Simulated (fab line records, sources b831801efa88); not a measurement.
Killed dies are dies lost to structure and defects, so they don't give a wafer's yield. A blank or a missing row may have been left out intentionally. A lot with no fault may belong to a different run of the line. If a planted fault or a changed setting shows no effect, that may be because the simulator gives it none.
Which tool was responsible? -- flow gf180mcu -- 6 lots (18 wafers sampled), 1 step of a 602-step route

## WHAT THE GAUGES READ, wafer by wafer
GF_V1_BOW_MEAS_05.
lot,measured,on,V1_BOW (um)
L269,day 17 14:14,filmMetro-03,88 80 80
L272,day 18 13:19,filmMetro-03,86 77 82
L278,day 20 23:54,filmMetro-03,74 81 75
L287,day 24 04:13,filmMetro-03,80 79 82
L289,day 24 18:46,filmMetro-03,79 73 74
L291,day 25 09:24,filmMetro-02,74 73 87

## WHICH TOOL RAN EACH LOT (tool, then ch and the chambers of the sampled wafers, then the start)
The record shows no process step preceding these readings.

## THE ANSWER, worked out from the rows above alone
Rule: usual is defined by the lots themselves. The widest of any qualifying gaps counts: lots, ordered by their means at a reading, are off when they make up no more than a third of the lots, leave a main group of 4 or more, and stand apart from it by 3 or more times the standard deviation of that group's means. A main group is skipped when, at the precision printed for the reading in the tables above, its means are all equal. Also off: a lot with no number at a reading for which 4 or more lots have one. Any other lot the step has rows for is counted as sound.
No lot is off on any of the readings shown, so nothing can be concluded from this.

## WHAT WAS PUT IN BY THE SIMULATOR
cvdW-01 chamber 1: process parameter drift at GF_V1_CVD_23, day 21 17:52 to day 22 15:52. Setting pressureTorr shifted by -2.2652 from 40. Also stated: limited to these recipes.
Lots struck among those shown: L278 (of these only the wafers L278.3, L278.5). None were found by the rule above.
